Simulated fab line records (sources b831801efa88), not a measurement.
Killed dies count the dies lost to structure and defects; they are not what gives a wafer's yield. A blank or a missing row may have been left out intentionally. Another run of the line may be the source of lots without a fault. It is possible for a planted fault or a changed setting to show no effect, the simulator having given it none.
fab line records	flow gf180mcu
record lots=24	wafers=72	lastDay=34
route steps=602 shown M1@331 V2@396 V3@447
lots that met no fault: taken from a fault-free run of the same line
startH: hours from the record's opening day to when the first of the lot's shown wafers began	waitH: how many hours have passed since the lot's step before this one	" identical to the entry in the row above	L1.1+2: one row covering several wafers at once	- value missing, or start not given	* or withheld: withheld	< > ~ a bound
route shown NAME@n: NAME is a module with steps in the file, n the number in the route of the first one	usual: mean/standard deviation taken from wafers without a fault	same: alike in all rows	chamber/n: place in a boat	sites: each site's reading	_std_site: standard deviation of those values	_edge_site: outer sites' mean less inner sites'	radiusMm: for every site, how far away it sits from the centre of the wafer	mask NAME#n: copy n	behind: the tool/chamber that last shaped the wafer	hold: why the lot was held/for how many hours/how that ended	device: which transistor (n, p or np) failed to switch	end of line: tests of these same wafers at the route's end	where a step has no rows: the recipe by itself	killed: the dies lost at the first sort to structure and to defects; this is not the yield of the wafer	map: a wafer's dies, marking killed ones x, the rest . and places with no die _
set.NAME: the setting that was run; set.NAME@STEP: the one run at that earlier step	model.NAME: the simulator's own value behind a step, which no gauge read
one table for each step of the route and one row for each wafer, over a sample of lots
services: from which hour (startH, from the record's first day; less than 0 if before it) a tool's chamber was out of use, for how many hours, and why
## steps
# step GF_M1_METAL_ETCH_16
# recipe chemistry=Cl2/BCl3	maskMaterial=KrF	targetDepthNm=627.5	stopOn=SiO2	pressureMtorr=8	icpW=800	biasW=140	Cl2_flow_sccm=80	bcl3FlowSccm=40	timeS=104.6
# usual drypumpMotorCurrentA=5.9/0.75	oesProductAu=0.972/0.0064	throttleValvePct=28.249/0.011
lot.wafer	tool	chamber	startH	waitH	drypumpMotorCurrentA	oesProductAu	rfHoursCounterH	throttleValvePct
L074.2	rieMetal-04	0	383.14	0.0	6.4	0.964	0	28.241
L074.3	"	1	"	"	4.7	0.982	-	28.241
L074.5	"	1	"	"	4.7	0.982	-	28.231
L075.3	rieMetal-03	1	395.41	0.1	6.7	0.973	-	28.241
L075.4	"	0	"	"	6.5	0.972	-	28.248
L075.6	"	0	"	"	6.4	0.967	-	28.249
L076.1	rieMetal-03	1	400.85	0.0	6.7	0.965	0	28.249
L076.2	"	0	"	"	6.5	0.982	6	28.249
L076.3	"	1	"	"	6.7	0.978	-	28.231
L077.4	rieMetal-04	0	413.88	0.0	6.5	0.955	-	28.270
L077.5	"	0	"	"	6.4	0.975	-	28.254
L077.6	"	1	"	"	4.7	0.960	-	28.268
L078.2	rieMetal-03	0	423.63	0.0	6.5	0.985	6	28.248
L078.3	"	0	"	"	6.5	0.986	-	28.225
L078.6	"	1	"	"	6.7	0.979	-	28.252
L079.2	rieMetal-04	0	431.63	0.0	6.4	0.970	1	28.256
L079.3	"	0	"	"	6.5	0.962	-	28.251
L079.5	"	1	"	"	4.7	0.975	-	28.252
L080.3	rieMetal-03	1	436.63	0.1	6.7	0.968	-	28.237
L080.4	"	0	"	"	6.5	0.979	-	28.242
L080.6	"	0	"	"	6.4	0.968	-	28.244
L081.2	rieMetal-04	0	447.67	0.0	6.4	0.969	2	28.266
L081.4	"	0	"	"	6.4	0.966	-	28.242
L081.6	"	1	"	"	4.7	0.969	-	28.240
L082.2	rieMetal-02	0	452.54	0.0	5.4	0.967	0	28.255
L082.4	"	0	"	"	5.4	0.964	-	28.257
L082.5	"	0	"	"	5.4	0.970	-	28.246
L083.1	rieMetal-03	0	468.54	0.0	6.4	0.973	7	28.238
L083.4	"	0	"	"	6.5	0.979	-	28.235
L083.6	"	0	"	"	6.4	0.973	-	28.248
L084.3	rieMetal-04	1	475.36	0.1	4.7	0.975	-	28.258
L084.4	"	0	"	"	6.4	0.980	-	28.244
L084.5	"	1	"	"	4.7	0.973	-	28.230
L085.2	rieMetal-04	1	483.69	0.0	4.7	0.968	0	28.259
L085.3	"	1	"	"	4.7	0.970	-	28.245
L085.5	"	1	"	"	4.7	0.976	-	28.255
L086.2	rieMetal-02	1	495.39	0.0	5.6	0.972	8	28.236
L086.3	"	1	"	"	5.6	0.969	-	28.240
L086.5	"	1	"	"	5.6	0.973	-	28.251
L087.1	rieMetal-03	0	511.17	0.0	6.4	0.972	8	28.249
L087.2	"	1	"	"	6.7	0.965	2	28.257
L087.5	"	1	"	"	6.7	0.970	-	28.259
L088.2	rieMetal-04	1	513.67	0.0	4.7	0.982	1	28.248
L088.4	"	1	"	"	4.7	0.972	-	28.237
L088.5	"	1	"	"	4.7	0.976	-	28.245
L089.2	rieMetal-03	1	518.24	0.0	6.7	0.970	2	28.284
L089.3	"	0	"	"	6.4	0.966	-	28.257
L089.5	"	1	"	"	6.7	0.965	-	28.284
L090.1	rieMetal-02	0	533.87	0.0	5.4	0.976	2	28.252
L090.2	"	1	"	"	5.6	0.974	9	28.246
L090.5	"	0	"	"	5.4	0.970	-	28.244
L091.2	rieMetal-04	0	539.39	0.0	6.4	0.972	4	28.253
L091.3	"	1	"	"	4.7	0.967	-	28.262
L091.6	"	0	"	"	6.4	0.968	-	28.254
L092.1	rieMetal-04	1	545.12	0.0	4.7	0.972	2	28.242
L092.4	"	0	"	"	6.4	0.971	-	28.246
L092.5	"	1	"	"	4.7	0.976	-	28.231
L093.3	rieMetal-03	0	553.86	0.1	6.4	0.976	-	28.235
L093.4	"	1	"	"	6.7	0.965	-	28.253
L093.6	"	0	"	"	6.4	0.983	-	28.235
L094.1	rieMetal-02	1	559.44	0.0	5.6	0.973	10	28.273
L094.4	"	1	"	"	5.6	0.972	-	28.260
L094.6	"	1	"	"	5.6	0.973	-	28.267
L095.2	rieMetal-03	0	569.44	0.0	6.4	0.964	9	28.253
L095.3	"	1	"	"	6.7	0.968	-	28.269
L095.6	"	0	"	"	6.4	0.970	-	28.251
L096.2	rieMetal-04	0	573.34	0.0	6.5	0.971	5	28.264
L096.5	"	1	"	"	4.7	0.965	-	28.246
L096.6	"	0	"	"	6.5	0.966	-	28.258
L097.4	rieMetal-02	1	581.26	0.0	5.6	0.975	-	28.244
L097.5	"	1	"	"	5.6	0.971	-	28.252
L097.6	"	0	"	"	5.5	0.972	-	28.234
# step GF_V2_CD_MEAS_14
# recipe targetCdNm=260
# usual cdNm=260.3/1.5
lot.wafer	tool	chamber	startH	waitH	cdNm
L074.2	cdSem-01	-	459.19	0.1	262.9
L074.3	"	-	"	"	263.5
L074.5	"	-	"	"	263.0
L075.3	cdSem-02	-	470.68	0.1	261.5
L075.4	"	-	"	"	261.6
L075.6	"	-	"	"	261.2
L076.1	cdSem-02	-	476.29	0.1	260.3
L076.2	"	-	"	"	260.5
L076.3	"	-	"	"	261.0
L077.4	cdSem-01	-	490.03	0.1	261.9
L077.5	"	-	"	"	262.5
L077.6	"	-	"	"	261.7
L078.2	cdSem-02	-	500.34	0.1	259.8
L078.3	"	-	"	"	259.0
L078.6	"	-	"	"	258.5
L079.2	cdSem-01	-	507.41	0.1	260.6
L079.3	"	-	"	"	261.4
L079.5	"	-	"	"	260.2
L080.3	cdSem-02	-	512.43	0.1	260.0
L080.4	"	-	"	"	260.3
L080.6	"	-	"	"	260.5
L081.2	cdSem-02	-	522.76	0.1	258.8
L081.4	"	-	"	"	260.7
L081.6	"	-	"	"	259.9
L082.2	cdSem-01	-	527.21	0.1	261.1
L082.4	"	-	"	"	259.1
L082.5	"	-	"	"	260.1
L083.1	cdSem-01	-	544.19	0.1	258.6
L083.4	"	-	"	"	257.9
L083.6	"	-	"	"	259.4
L084.3	cdSem-01	-	550.58	0.1	261.8
L084.4	"	-	"	"	262.0
L084.5	"	-	"	"	263.1
L085.2	cdSem-02	-	556.61	0.1	260.0
L085.3	"	-	"	"	260.5
L085.5	"	-	"	"	258.9
L086.2	cdSem-02	-	568.49	0.1	261.3
L086.3	"	-	"	"	261.6
L086.5	"	-	"	"	260.6
L087.1	cdSem-02	-	582.97	0.1	259.5
L087.2	"	-	"	"	259.2
L087.5	"	-	"	"	258.6
L088.2	cdSem-01	-	585.14	0.1	258.1
L088.4	"	-	"	"	259.6
L088.5	"	-	"	"	257.5
L089.2	cdSem-02	-	589.36	0.1	258.3
L089.3	"	-	"	"	257.5
L089.5	"	-	"	"	257.8
L090.1	cdSem-01	-	602.99	0.1	259.8
L090.2	"	-	"	"	259.3
L090.5	"	-	"	"	260.1
L091.2	cdSem-01	-	608.36	0.1	260.1
L091.3	"	-	"	"	259.8
L091.6	"	-	"	"	259.9
L092.1	cdSem-01	-	615.02	0.1	259.1
L092.4	"	-	"	"	260.2
L092.5	"	-	"	"	258.3
L093.3	cdSem-01	-	622.38	0.1	258.8
L093.4	"	-	"	"	259.4
L093.6	"	-	"	"	259.6
L094.1	cdSem-01	-	628.49	0.1	259.4
L094.4	"	-	"	"	259.1
L094.6	"	-	"	"	259.0
L095.2	cdSem-01	-	635.81	0.1	259.4
L095.3	"	-	"	"	260.1
L095.6	"	-	"	"	260.0
L096.2	cdSem-01	-	639.94	0.1	262.6
L096.5	"	-	"	"	262.1
L096.6	"	-	"	"	262.3
L097.4	cdSem-02	-	647.58	0.1	262.4
L097.5	"	-	"	"	262.4
L097.6	"	-	"	"	262.6
# step GF_V2_ETCH_16
# recipe chemistry=N2/H2	targetDepthA=withheld	overetchA=withheld	timeS=withheld	target=BARC	ionEnergyEv=200	sourceW=500	biasW=100	pressureMtorr=30	n2FlowSccm=100	h2FlowSccm=200
# usual drypumpMotorCurrentA=6.0/0.33	oesProductAu=0.854/0.005	throttleValvePct=13.225/0.0091
lot.wafer	tool	chamber	startH	waitH	drypumpMotorCurrentA	oesProductAu	throttleValvePct
L074.2	rieDiel-01	0	459.32	0.0	5.8	0.846	13.224
L074.3	"	3	"	"	5.7	0.847	13.236
L074.5	"	3	"	"	5.7	0.858	13.204
L075.3	rieDiel-03	1	470.79	0.0	5.7	0.856	13.223
L075.4	"	0	"	"	5.5	0.858	13.229
L075.6	"	1	"	"	5.7	0.855	13.229
L076.1	rieDiel-02	2	476.45	0.0	6.3	0.846	13.226
L076.2	"	1	"	"	5.9	0.853	13.229
L076.3	"	0	"	"	5.5	0.850	13.215
L077.4	rieDiel-03	2	490.12	0.0	6.1	0.851	13.228
L077.5	"	0	"	"	5.6	0.857	13.219
L077.6	"	3	"	"	6.3	0.855	13.228
L078.2	rieDiel-02	1	500.47	0.0	5.9	0.860	13.230
L078.3	"	0	"	"	5.5	0.853	13.213
L078.6	"	3	"	"	6.0	0.863	13.226
L079.2	rieDiel-02	3	507.54	0.0	6.0	0.859	13.230
L079.3	"	0	"	"	5.5	0.850	13.217
L079.5	"	0	"	"	5.5	0.867	13.225
L080.3	rieDiel-03	3	512.54	0.0	6.2	0.849	13.230
L080.4	"	0	"	"	5.6	0.858	13.219
L080.6	"	0	"	"	5.5	0.859	13.218
L081.2	rieDiel-01	3	522.90	0.0	5.7	0.853	13.207
L081.4	"	1	"	"	6.7	0.848	13.220
L081.6	"	3	"	"	5.7	0.848	13.225
L082.2	rieDiel-01	3	527.35	0.0	5.7	0.846	13.217
L082.4	"	1	"	"	6.7	0.851	13.237
L082.5	"	0	"	"	5.9	0.858	13.225
L083.1	rieDiel-03	3	544.35	0.0	6.3	0.854	13.221
L083.4	"	2	"	"	6.1	0.850	13.222
L083.6	"	1	"	"	5.8	0.852	13.219
L084.3	rieDiel-03	2	550.69	0.0	6.1	0.844	13.227
L084.4	"	3	"	"	6.2	0.860	13.228
L084.5	"	3	"	"	6.3	0.861	13.225
L085.2	rieDiel-03	3	556.75	0.0	6.3	0.854	13.224
L085.3	"	1	"	"	5.8	0.853	13.234
L085.5	"	1	"	"	5.8	0.849	13.217
L086.2	rieDiel-03	0	568.62	0.0	5.5	0.863	13.243
L086.3	"	2	"	"	6.1	0.850	13.222
L086.5	"	3	"	"	6.3	0.854	13.227
L087.1	rieDiel-01	1	583.12	0.0	6.7	0.851	13.232
L087.2	"	3	"	"	5.7	0.858	13.241
L087.5	"	3	"	"	5.7	0.859	13.230
L088.2	rieDiel-01	0	585.27	0.0	5.8	0.857	13.247
L088.4	"	2	"	"	6.2	0.846	13.220
L088.5	"	2	"	"	6.2	0.851	13.218
L089.2	rieDiel-02	1	589.49	0.0	5.8	0.845	13.219
L089.3	"	2	"	"	6.3	0.848	13.240
L089.5	"	3	"	"	6.0	0.858	13.221
L090.1	rieDiel-01	0	603.14	0.0	5.8	0.847	13.213
L090.2	"	2	"	"	6.2	0.857	13.240
L090.5	"	2	"	"	6.2	0.855	13.215
L091.2	rieDiel-02	1	608.50	0.0	5.8	0.854	13.206
L091.3	"	2	"	"	6.3	0.852	13.222
L091.6	"	3	"	"	6.0	0.850	13.225
L092.1	rieDiel-01	1	615.17	0.0	6.7	0.853	13.224
L092.4	"	0	"	"	5.8	0.865	13.214
L092.5	"	1	"	"	6.7	0.857	13.239
L093.3	rieDiel-02	0	622.50	0.0	5.5	0.854	13.234
L093.4	"	2	"	"	6.3	0.846	13.220
L093.6	"	1	"	"	5.8	0.850	13.225
L094.1	rieDiel-02	0	628.65	0.0	5.5	0.863	13.229
L094.4	"	1	"	"	5.9	0.855	13.231
L094.6	"	1	"	"	5.9	0.862	13.215
L095.2	rieDiel-03	0	635.94	0.0	5.5	0.855	13.215
L095.3	"	2	"	"	6.1	0.850	13.219
L095.6	"	0	"	"	5.5	0.855	13.226
L096.2	rieDiel-02	0	640.07	0.0	5.5	0.850	13.224
L096.5	"	2	"	"	6.3	0.859	13.231
L096.6	"	3	"	"	6.0	0.861	13.226
L097.4	rieDiel-02	1	647.67	0.0	5.9	0.859	13.230
L097.5	"	1	"	"	5.8	0.858	13.235
L097.6	"	2	"	"	6.3	0.856	13.209
# step GF_V3_STRIP_18
# recipe chemistry=O2/N2	powerW=1400	pressureMtorr=1500	platenTempC=250	o2FlowSccm=3000	n2FlowSccm=300	overashFraction=0.5
# usual drypumpMotorCurrentA=5.7/0.49	heaterPowerW=333/23	oesProductAu=0.593/0.0048	platenTempC=250.00/0.2
lot.wafer	tool	chamber	startH	waitH	drypumpMotorCurrentA	heaterPowerW	oesProductAu	platenTempC	rfHoursCounterH
L074.2	plasmaAsher-04	0	510.43	-	5.9	327	0.596	250.11	74
L074.3	"	0	"	"	5.9	322	0.591	249.96	-
L074.5	"	0	"	"	5.9	328	0.588	250.11	-
L075.3	plasmaAsher-04	1	521.70	-	6.1	347	0.584	250.35	-
L075.4	"	0	"	"	5.9	315	0.594	250.14	-
L075.6	"	0	"	"	5.9	331	0.582	250.02	-
L076.1	plasmaAsher-02	0	527.40	-	6.0	340	0.593	249.89	84
L076.2	"	1	"	"	5.2	320	0.589	249.74	84
L076.3	"	1	"	"	5.2	322	0.599	249.77	-
L077.4	plasmaAsher-04	1	540.09	-	6.1	344	0.592	249.64	-
L077.5	"	1	"	"	6.1	342	0.585	249.97	-
L077.6	"	0	"	"	5.9	333	0.590	249.99	-
L078.2	plasmaAsher-04	0	548.53	-	5.9	320	0.601	249.73	78
L078.3	"	0	"	"	5.9	318	0.595	249.63	-
L078.6	"	0	"	"	5.9	318	0.599	249.64	-
L079.2	plasmaAsher-04	1	556.53	-	6.1	348	0.597	250.12	79
L079.3	"	1	"	"	6.1	342	0.597	249.82	-
L079.5	"	0	"	"	5.9	317	0.597	250.12	-
L080.3	plasmaAsher-03	1	562.20	-	4.8	298	0.594	249.75	-
L080.4	"	0	"	"	6.2	371	0.590	250.16	-
L080.6	"	1	"	"	4.8	304	0.604	249.87	-
L081.2	plasmaAsher-03	1	570.08	-	4.8	292	0.594	250.14	50
L081.4	"	1	"	"	4.8	296	0.588	250.04	-
L081.6	"	0	"	"	6.1	372	0.593	249.85	-
L082.2	plasmaAsher-02	0	575.07	-	6.0	344	0.593	250.24	87
L082.4	"	0	"	"	6.0	337	0.595	249.80	-
L082.5	"	0	"	"	6.0	333	0.595	249.76	-
L083.1	plasmaAsher-02	1	591.55	-	5.2	332	0.586	249.88	89
L083.4	"	0	"	"	6.0	339	0.596	249.98	-
L083.6	"	1	"	"	5.2	327	0.581	250.24	-
L084.3	plasmaAsher-04	0	597.16	-	5.9	322	0.591	250.04	-
L084.4	"	1	"	"	6.1	346	0.584	249.73	-
L084.5	"	0	"	"	5.9	323	0.594	250.16	-
L085.2	plasmaAsher-03	1	602.87	-	4.8	297	0.593	250.07	53
L085.3	"	0	"	"	6.1	367	0.595	249.92	-
L085.5	"	1	"	"	4.8	290	0.585	250.26	-
L086.2	plasmaAsher-03	0	614.35	-	6.1	360	0.587	249.94	54
L086.3	"	0	"	"	6.1	376	0.594	249.87	-
L086.5	"	0	"	"	6.1	371	0.593	250.04	-
L087.1	plasmaAsher-02	1	627.55	-	5.2	320	0.593	250.23	92
L087.2	"	0	"	"	5.9	343	0.599	250.31	92
L087.5	"	1	"	"	5.2	320	0.589	250.36	-
L088.2	plasmaAsher-04	1	629.73	-	6.1	345	0.595	250.35	87
L088.4	"	0	"	"	5.9	323	0.590	250.04	-
L088.5	"	1	"	"	6.1	349	0.591	250.25	-
L089.2	plasmaAsher-02	0	634.63	-	5.9	342	0.596	249.98	93
L089.3	"	1	"	"	5.2	323	0.599	249.95	-
L089.5	"	0	"	"	5.9	341	0.591	249.81	-
L090.1	plasmaAsher-03	0	646.37	-	6.1	375	0.596	250.17	58
L090.2	"	1	"	"	4.8	289	0.597	250.48	58
L090.5	"	0	"	"	6.1	377	0.597	250.11	-
L091.2	plasmaAsher-04	1	652.65	-	6.1	339	0.593	249.92	89
L091.3	"	1	"	"	6.1	346	0.597	250.19	-
L091.6	"	1	"	"	6.2	348	0.594	250.19	-
L092.1	plasmaAsher-02	1	659.07	-	5.2	326	0.579	249.74	96
L092.4	"	0	"	"	5.9	337	0.584	249.90	-
L092.5	"	0	"	"	6.0	332	0.585	250.10	-
L093.3	plasmaAsher-03	1	664.81	-	4.8	297	0.594	250.14	-
L093.4	"	0	"	"	6.1	380	0.601	249.97	-
L093.6	"	0	"	"	6.1	371	0.598	249.83	-
L094.1	plasmaAsher-02	1	670.63	-	5.2	329	0.592	250.16	97
L094.4	"	0	"	"	6.0	336	0.596	249.67	-
L094.6	"	1	"	"	5.2	324	0.593	250.04	-
L095.2	plasmaAsher-04	0	677.73	-	5.9	324	0.595	249.65	92
L095.3	"	0	"	"	5.9	322	0.596	249.93	-
L095.6	"	1	"	"	6.2	347	0.600	250.18	-
L096.2	plasmaAsher-03	0	682.83	-	6.1	376	0.596	249.96	62
L096.5	"	1	"	"	4.8	289	0.592	250.03	-
L096.6	"	0	"	"	6.1	374	0.596	249.89	-
L097.4	plasmaAsher-04	1	689.28	-	6.1	345	0.597	249.84	-
L097.5	"	1	"	"	6.1	342	0.599	250.04	-
L097.6	"	0	"	"	5.9	334	0.590	249.79	-
# step GF_V3_SPUTTER_22
# recipe material=TiN	targetThkNm=10	chamberPressurePa=5	powerW=4000	timeS=40
# usual cathodeDcPowerW=4000.1/0.71	throttleValvePct=30.2/0.97
lot.wafer	tool	chamber	startH	waitH	cathodeDcPowerW	throttleValvePct
L074.2	pvdSputter-03	-	511.02	0.0	3999.0	28.5
L074.3	"	-	"	"	4000.5	31.6
L074.5	"	-	"	"	4001.3	30.4
L075.3	pvdSputter-04	-	522.26	0.0	4000.1	29.9
L075.4	"	-	"	"	3998.4	31.0
L075.6	"	-	"	"	3999.1	31.4
L076.1	pvdSputter-04	-	528.03	0.0	3998.7	29.9
L076.2	"	-	"	"	4001.6	31.3
L076.3	"	-	"	"	4001.4	31.2
L077.4	pvdSputter-01	-	540.65	0.0	3999.2	30.4
L077.5	"	-	"	"	4000.5	29.7
L077.6	"	-	"	"	4000.4	31.1
L078.2	pvdSputter-03	-	549.13	0.0	3999.5	30.8
L078.3	"	-	"	"	4000.4	28.3
L078.6	"	-	"	"	3999.6	31.7
L079.2	pvdSputter-01	-	557.28	0.0	4000.6	30.2
L079.3	"	-	"	"	4000.1	29.9
L079.5	"	-	"	"	4000.9	29.9
L080.3	pvdSputter-04	-	563.11	0.0	4000.3	29.9
L080.4	"	-	"	"	4001.1	28.5
L080.6	"	-	"	"	3999.8	30.6
L081.2	pvdSputter-01	-	570.70	0.0	4001.2	30.3
L081.4	"	-	"	"	4000.0	31.0
L081.6	"	-	"	"	4000.1	29.7
L082.2	pvdSputter-03	-	575.66	0.0	3999.7	30.7
L082.4	"	-	"	"	4001.0	30.9
L082.5	"	-	"	"	3999.3	31.5
L083.1	pvdSputter-03	-	592.15	0.0	4001.6	31.6
L083.4	"	-	"	"	3999.2	30.4
L083.6	"	-	"	"	3999.9	31.6
L084.3	pvdSputter-03	-	597.75	0.0	4000.9	30.8
L084.4	"	-	"	"	4000.3	30.7
L084.5	"	-	"	"	4000.0	28.9
L085.2	pvdSputter-01	-	603.49	0.0	4000.2	30.2
L085.3	"	-	"	"	3998.8	30.6
L085.5	"	-	"	"	3999.6	30.9
L086.2	pvdSputter-04	-	614.96	0.0	3998.6	30.1
L086.3	"	-	"	"	4000.7	30.8
L086.5	"	-	"	"	3999.5	28.8
L087.1	pvdSputter-01	-	628.19	0.0	4001.3	29.9
L087.2	"	-	"	"	4001.6	30.6
L087.5	"	-	"	"	3999.4	30.1
L088.2	pvdSputter-03	-	630.33	0.0	3999.0	30.5
L088.4	"	-	"	"	3999.5	30.8
L088.5	"	-	"	"	3999.9	31.1
L089.2	pvdSputter-01	-	635.23	0.0	3999.2	30.2
L089.3	"	-	"	"	3999.6	30.9
L089.5	"	-	"	"	4001.6	30.0
L090.1	pvdSputter-03	-	646.96	0.0	3999.9	30.5
L090.2	"	-	"	"	3999.3	31.7
L090.5	"	-	"	"	3998.3	31.6
L091.2	pvdSputter-04	-	653.25	0.0	4000.3	28.7
L091.3	"	-	"	"	3999.1	30.0
L091.6	"	-	"	"	4000.7	31.1
L092.1	pvdSputter-01	-	659.66	0.0	4000.6	29.9
L092.4	"	-	"	"	3999.9	30.0
L092.5	"	-	"	"	3999.6	29.9
L093.3	pvdSputter-04	-	665.38	0.0	4000.2	29.0
L093.4	"	-	"	"	3999.3	28.8
L093.6	"	-	"	"	4000.6	31.2
L094.1	pvdSputter-04	-	671.22	0.0	3999.8	28.9
L094.4	"	-	"	"	4001.4	30.9
L094.6	"	-	"	"	3999.7	30.0
L095.2	pvdSputter-03	-	678.32	0.0	3999.8	28.5
L095.3	"	-	"	"	3999.1	31.8
L095.6	"	-	"	"	4000.0	31.5
L096.2	pvdSputter-04	-	683.43	0.0	3999.4	31.0
L096.5	"	-	"	"	4001.2	31.2
L096.6	"	-	"	"	3999.7	31.1
L097.4	pvdSputter-04	-	689.85	0.0	4000.8	31.0
L097.5	"	-	"	"	3999.7	28.8
L097.6	"	-	"	"	4000.2	31.1
# step GF_V3_RS_MEAS_24
# recipe thkMeasGauge=four-point-probe	reads=W_of_V3_CVD_23+TiN_of_V3_SPUTTER_22+Ti_of_V3_SPUTTER_21
# usual V3_W_RS=0.327/0.0042
lot.wafer	tool	chamber	startH	waitH	V3_W_RS[ohm/sq]
L074.2	filmMetro-01	-	511.19	0.1	0.328
L074.3	"	-	"	"	0.329
L074.5	"	-	"	"	0.329
L075.3	filmMetro-04	-	522.45	0.1	0.328
L075.4	"	-	"	"	0.325
L075.6	"	-	"	"	0.323
L076.1	filmMetro-02	-	528.18	0.1	0.334
L076.2	"	-	"	"	0.324
L076.3	"	-	"	"	0.331
L077.4	filmMetro-04	-	540.86	0.1	0.329
L077.5	"	-	"	"	0.327
L077.6	"	-	"	"	0.315
L078.2	filmMetro-02	-	549.30	0.1	0.326
L078.3	"	-	"	"	0.332
L078.6	"	-	"	"	0.333
L079.2	filmMetro-02	-	557.45	0.1	0.328
L079.3	"	-	"	"	0.325
L079.5	"	-	"	"	0.332
L080.3	filmMetro-02	-	563.30	0.1	0.323
L080.4	"	-	"	"	0.332
L080.6	"	-	"	"	0.320
L081.2	filmMetro-01	-	570.87	0.1	0.325
L081.4	"	-	"	"	0.329
L081.6	"	-	"	"	0.329
L082.2	filmMetro-02	-	575.83	0.1	0.325
L082.4	"	-	"	"	0.329
L082.5	"	-	"	"	0.327
L083.1	filmMetro-04	-	592.30	0.1	0.319
L083.4	"	-	"	"	0.326
L083.6	"	-	"	"	0.321
L084.3	filmMetro-04	-	597.94	0.1	0.329
L084.4	"	-	"	"	0.331
L084.5	"	-	"	"	0.329
L085.2	filmMetro-01	-	603.66	0.1	0.336
L085.3	"	-	"	"	0.327
L085.5	"	-	"	"	0.330
L086.2	filmMetro-04	-	615.14	0.1	0.332
L086.3	"	-	"	"	0.323
L086.5	"	-	"	"	0.331
L087.1	filmMetro-01	-	628.34	0.1	0.320
L087.2	"	-	"	"	0.329
L087.5	"	-	"	"	0.318
L088.2	filmMetro-04	-	630.50	0.1	0.323
L088.4	"	-	"	"	0.325
L088.5	"	-	"	"	0.321
L089.2	filmMetro-02	-	635.40	0.1	0.322
L089.3	"	-	"	"	0.326
L089.5	"	-	"	"	0.323
L090.1	filmMetro-04	-	647.11	0.1	0.334
L090.2	"	-	"	"	0.330
L090.5	"	-	"	"	0.331
L091.2	filmMetro-04	-	653.42	0.1	0.325
L091.3	"	-	"	"	0.329
L091.6	"	-	"	"	0.329
L092.1	filmMetro-02	-	659.81	0.1	0.322
L092.4	"	-	"	"	0.328
L092.5	"	-	"	"	0.321
L093.3	filmMetro-01	-	665.57	0.1	0.327
L093.4	"	-	"	"	0.331
L093.6	"	-	"	"	0.330
L094.1	filmMetro-02	-	671.37	0.1	0.335
L094.4	"	-	"	"	0.322
L094.6	"	-	"	"	0.326
L095.2	filmMetro-04	-	678.49	0.1	0.327
L095.3	"	-	"	"	0.329
L095.6	"	-	"	"	0.328
L096.2	filmMetro-02	-	683.60	0.1	0.326
L096.5	"	-	"	"	0.335
L096.6	"	-	"	"	0.327
L097.4	filmMetro-02	-	690.07	0.1	0.327
L097.5	"	-	"	"	0.332
L097.6	"	-	"	"	0.333
## services
tool	chamber	startH	hours	kind
pvdSputter-04	-	370.28	3.8	repair
plasmaAsher-02	-	374.90	7.9	repair
rieDiel-02	-	380.26	0.2	repair
rieDiel-01	3	387.15	4.3	repair
pvdSputter-03	-	397.81	1.4	repair
rieDiel-01	2	400.22	31.3	repair
pvdSputter-01	-	404.92	2.5	repair
pvdSputter-03	-	420.59	18.3	repair
pvdSputter-03	-	428.16	3.1	repair
rieMetal-04	-	433.60	0.6	repair
pvdSputter-03	-	458.45	15.5	repair
pvdSputter-04	-	468.90	2.7	repair
rieDiel-02	1	472.76	2.5	repair
pvdSputter-01	-	476.20	1.8	repair
pvdSputter-03	-	481.06	3.0	repair
plasmaAsher-04	-	492.97	3.2	repair
rieDiel-03	3	534.96	5.5	repair
rieDiel-02	0	589.76	10.9	repair
rieDiel-02	-	593.68	4.0	pm
rieMetal-04	0	595.77	2.5	repair
pvdSputter-03	-	615.18	11.3	repair
rieDiel-02	1	632.59	5.8	repair
rieMetal-04	-	668.41	0.6	repair
rieMetal-04	-	670.46	0.7	repair
## key
fault none
